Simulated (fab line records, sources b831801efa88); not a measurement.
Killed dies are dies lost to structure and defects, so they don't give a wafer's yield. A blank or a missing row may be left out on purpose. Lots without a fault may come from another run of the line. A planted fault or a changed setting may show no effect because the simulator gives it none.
One fault seen from 2 desks | flow gf180mcu | each desk has only its own numbers; what lay behind them comes last

THE TOOL OWNER'S DESK: cvd_w-02
The tool's own readings at GF_V1_CVD_23 (deposits W, target thk 350 nm, time 105.05 s): means of the sampled wafers that have a number, for each lot that ran on this tool. A lot is out of limits, marked OUT, if its mean lies more than 4 standard deviations from the usual mean; the brackets give that distance.
Columns: A = heater_power_w at GF_V1_CVD_23, usual 942 W
lot  | first seen here | A
L140 | day 19 03:17    | 956
L142 | day 19 16:50    | 966
L146 | day 21 21:53    | 960
L147 | day 22 19:27    | 953
L148 | day 23 06:11    | 954
L150 | day 23 18:42    | 961
L153 | day 23 23:56    | 961
L152 | day 24 01:40    | 978
This desk's finding: nothing out of limits on any of the 8 lots.

THE METROLOGY DESK
What the gauges read, lot by lot, whatever tool the lot ran on: means of the sampled wafers that have a number. A lot is out of limits, marked OUT, if its mean lies more than 4 standard deviations from the usual mean; the brackets give that distance.
Columns: A = V1_BOW at GF_V1_BOW_MEAS_05, usual 81 um; B = V1_W_RS at GF_V1_RS_MEAS_24, usual 0.328 ohm/sq
lot  | first seen here | A  | B
L139 | day 17 13:46    | 75 | 0.330
L140 | day 18 02:58    | 64 | 0.327
L142 | day 18 15:29    | 81 | 0.328
L144 | day 20 05:56    | 87 | 0.327
L145 | day 20 07:43    | 76 | 0.326
L146 | day 20 20:50    | 77 | 0.331
L147 | day 21 19:26    | 78 | 0.323
L148 | day 22 06:08    | 82 | 0.332
L149 | day 22 18:24    | 88 | 0.330
L150 | day 22 18:26    | 75 | 0.330
L153 | day 23 00:05    | 81 | 0.188 (-33) OUT
L152 | day 23 02:10    | 81 | 0.187 (-33) OUT
L154 | day 23 10:00    | 67 | 0.324
This desk's finding: out of limits on L152, L153; first on L153, day 24 00:03 (V1_W_RS at GF_V1_RS_MEAS_24). In limits: L139, L140, L142, L144, L145, L146, L147, L148, L149, L150, L154.

PUT TOGETHER
The metrology desk could have raised an alarm at day 24 00:03, on L152, L153.
The tool owner's desk saw nothing out of limits.
The tool owner's desk has L152, L153 on record, within its limits.
Of the lots named, all ran GF_V1_CVD_23 on cvd_w-02.

WHAT THE SIMULATOR HAD PUT IN
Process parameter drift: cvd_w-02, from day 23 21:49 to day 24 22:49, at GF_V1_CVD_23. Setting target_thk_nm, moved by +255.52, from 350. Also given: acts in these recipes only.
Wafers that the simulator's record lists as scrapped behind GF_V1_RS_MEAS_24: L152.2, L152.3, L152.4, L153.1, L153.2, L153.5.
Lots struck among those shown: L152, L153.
Hours from the fault's start to each desk's first reading out of limits: the metrology desk, 2.
